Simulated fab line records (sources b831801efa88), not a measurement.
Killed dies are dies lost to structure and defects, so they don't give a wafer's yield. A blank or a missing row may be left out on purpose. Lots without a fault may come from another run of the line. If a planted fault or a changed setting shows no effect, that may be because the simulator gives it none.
What tool caused it? | flow gf180mcu | 39 wafers from 13 lots sampled at 5 of the route's 602 steps

== WHAT EACH GAUGE READ, for each wafer ==
GF_HV_LDD_OVL_MEAS_20. Usual: HV_LDD_01_OVL gives -0.4 nm (standard deviation 1.4).
lot  | measured     | on         | HV_LDD_01_OVL (nm) | flag
L305 | day 11 00:57 | overlay-02 | -0.6 -1.0 -2.2     |
L306 | day 11 05:28 | overlay-01 | 0.8 -1.9 -1.9      |
L307 | day 11 12:47 | overlay-01 | 0.7 0.0 0.8        |
L309 | day 12 11:16 | overlay-02 | 0.9 0.2 0.7        |
L310 | day 12 19:58 | overlay-02 | 0.7 -0.8 0.8       |
L311 | day 13 06:32 | overlay-01 | 1.1 0.0 0.5        |
L312 | day 13 12:13 | overlay-01 | -0.2 0.0 -1.3      |
L315 | day 14 10:32 | overlay-02 | -1.1 -1.6 -0.5     |
L316 | day 14 15:31 | overlay-02 | 0.9 -0.5 1.6       |
L323 | day 16 23:07 | overlay-02 | 0.4 -0.1 -0.4      |
L324 | day 17 07:42 | overlay-01 | -0.2 1.3 0.5       |
L327 | day 18 06:06 | overlay-01 | -1.6 -0.7 -2.2     |
L328 | day 18 17:47 | overlay-02 | -1.0 -1.8 -1.9     |

GF_NSD_OVL_MEAS_08. Usual: NSD_OVL gives 1.1 nm (standard deviation 1.4).
lot  | measured     | on         | NSD_OVL (nm)      | flag
L305 | day 13 17:08 | overlay-02 | 1.3 1.4 2.1       |
L306 | day 13 22:55 | overlay-02 | 0.6 -0.2 1.8      |
L307 | day 14 03:59 | overlay-02 | 1.0 3.2 3.3       |
L309 | day 15 05:28 | overlay-02 | 0.5 -0.6 -0.7     |
L310 | day 15 16:16 | overlay-02 | 1.8 1.0 0.9       |
L311 | day 16 02:11 | overlay-02 | -0.2 -1.0 0.0     |
L312 | day 16 12:59 | overlay-02 | 261.3 263.4 262.8 | OFF
L315 | day 17 12:08 | overlay-02 | 261.9 262.1 265.6 | OFF
L316 | day 17 14:47 | overlay-01 | 265.1 264.8 264.9 | OFF
L323 | day 20 03:28 | overlay-02 | 3.1 2.1 2.6       |
L324 | day 20 10:55 | overlay-01 | 1.4 0.3 1.6       |
L327 | day 21 10:58 | overlay-01 | 1.5 1.3 3.2       |
L328 | day 21 23:38 | overlay-01 | 3.4 2.8 3.6       |

GF_PSD_TW_MEAS_11. Usual: PSD_TW gives 3175 (standard deviation 29).
lot  | measured     | on            | PSD_TW         | flag
L305 | day 14 15:07 | film_metro-02 | 3179 3163 3185 |
L306 | day 14 20:47 | film_metro-01 | 3197 3187 3211 |
L307 | day 15 01:49 | film_metro-04 | 3108 3118 3122 |
L309 | day 16 04:34 | film_metro-01 | 3201 3202 3208 |
L310 | day 16 15:34 | film_metro-04 | 3166 3151 3156 |
L311 | day 17 01:20 | film_metro-02 | 3190 3177 3201 |
L312 | day 17 12:55 | film_metro-04 | 3161 3173 3149 |
L315 | day 18 12:35 | film_metro-02 | 3195 3190 3205 |
L316 | day 18 15:32 | film_metro-02 | 3205 3196 3194 |
L323 | day 21 04:26 | film_metro-01 | 3200 3211 3210 |
L324 | day 21 11:50 | film_metro-01 | 3210 3198 3224 |
L327 | day 22 11:42 | film_metro-04 | 3175 3150 3154 |
L328 | day 22 23:43 | film_metro-04 | 3149 3153 3150 |

== TOOL THAT RAN EACH LOT (tool first, then ch and the chambers of the sampled wafers, then the start) ==
lot  | GF_NSD_EXPOSE_04                    | GF_NSD_STRIP_11
L305 | iline_stepper-01 ch 0, day 13 06:41 | plasma_asher-01 ch 0,1, day 13 17:28
L306 | iline_stepper-01 ch 0, day 13 12:11 | plasma_asher-01 ch 0,1, day 13 23:15
L307 | iline_stepper-02 ch 0, day 13 17:47 | plasma_asher-01 ch 0,1, day 14 04:19
L309 | iline_stepper-02 ch 0, day 14 18:25 | plasma_asher-01 ch 0,1, day 15 05:48
L310 | iline_stepper-01 ch 0, day 15 05:20 | plasma_asher-01 ch 0,1, day 15 16:36
L311 | iline_stepper-01 ch 0, day 15 15:42 | plasma_asher-01 ch 0,1, day 16 02:33
L312 | iline_stepper-01 ch 0, day 16 01:38 | plasma_asher-02 ch 0,1, day 16 13:19
L315 | iline_stepper-01 ch 0, day 17 00:04 | plasma_asher-04 ch 0,1, day 17 12:28
L316 | iline_stepper-01 ch 0, day 17 02:43 | plasma_asher-02 ch 0,1, day 17 15:07
L323 | iline_stepper-02 ch 0, day 19 15:30 | plasma_asher-02 ch 1, day 20 03:48
L324 | iline_stepper-02 ch 0, day 19 23:26 | plasma_asher-04 ch 0,1, day 20 11:15
L327 | iline_stepper-02 ch 0, day 20 22:52 | plasma_asher-02 ch 0,1, day 21 11:18
L328 | iline_stepper-02 ch 0, day 21 11:28 | plasma_asher-02 ch 0,1, day 21 23:58
- GF_NSD_EXPOSE_04: exposes mask Nplus, target cd 400 nm.
- GF_NSD_STRIP_11: strips in O2/N2.

== AS READ BY THE TOOLS THEMSELVES (means over the sampled wafers that have a number; for cases with no such wafer, the mark the record gives instead) ==
GF_NSD_STRIP_11. Usual: drypump_motor_current_A 5.6 A, standard deviation 0.41; heater_power_w 346 W, standard deviation 47; n2_flow_sccm 300.2 sccm, standard deviation 0.84; oes_product_au 0.487 a.u., standard deviation 0.0048; strip_time_to_endpoint_s 22.95 s, standard deviation 0.044.
lot  | tool            | drypump_motor_current_A (A) | heater_power_w (W) | n2_flow_sccm (sccm) | oes_product_au (a.u.) | strip_time_to_endpoint_s (s) | flag
L305 | plasma_asher-01 | 5.4                         | 325                | 299.8               | 0.484                 | 22.95                        |
L306 | plasma_asher-01 | 5.5                         | 335                | 299.6               | 0.488                 | 23.00                        |
L307 | plasma_asher-01 | 5.4                         | 324                | 299.7               | 0.487                 | 23.01                        |
L309 | plasma_asher-01 | 5.4                         | 322                | 298.9               | 0.486                 | 22.95                        |
L310 | plasma_asher-01 | 5.5                         | 332                | 300.1               | 0.484                 | 22.94                        |
L311 | plasma_asher-01 | 5.4                         | 326                | 301.3               | 0.482                 | 22.96                        |
L312 | plasma_asher-02 | 6.0                         | 339                | 299.6               | 0.484                 | 22.92                        |
L315 | plasma_asher-04 | 5.2                         | 361                | 300.3               | 0.487                 | 22.92                        |
L316 | plasma_asher-02 | 6.1                         | 344                | 300.4               | 0.485                 | 22.86                        |
L323 | plasma_asher-02 | 6.2                         | 297                | 299.6               | 0.487                 | 22.99                        |
L324 | plasma_asher-04 | 5.2                         | 353                | 301.3               | 0.483                 | 22.89                        |
L327 | plasma_asher-02 | 6.0                         | 342                | 300.2               | 0.489                 | 22.93                        |
L328 | plasma_asher-02 | 5.9                         | 383                | 299.7               | 0.484                 | 22.96                        |

== THE ANSWER, worked out from the rows above alone ==
Rule: a lot is off if the mean of its wafers that have a number lies more than 3 standard deviations from the usual mean. Also off: a lot with no number at a reading for which 4 or more lots have one. All remaining lots with rows at the step are treated as sound. After the gauges, taken in route order, come the tools' own readings; for these a lot's mean is taken, as printed above. At the first step where some lot is off, the reading lying furthest off is the one used; lots without a number count as furthest.
Off: L312, L315, L316, at GF_NSD_OVL_MEAS_08 (NSD_OVL).
If a tool, at a process step before that reading, ran all the lots that are off and no sound lot after the first of them, it fits. Gauges at GF_NSD_OVL_MEAS_08: tried the same way as those tools. One candidate fits, namely iline_stepper-01 at GF_NSD_EXPOSE_04. A fault onset in the window from L311 (day 15 15:42, its last sound lot) to L312 (day 16 01:38, its first lot off) fits.

== WHAT WAS PUT IN BY THE SIMULATOR ==
Scanner matching overlay: iline_stepper-01, from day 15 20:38 on, at GF_NSD_EXPOSE_04. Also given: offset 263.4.
Shown lots that were struck: L312, L315, L316. Same finding as the rule above.
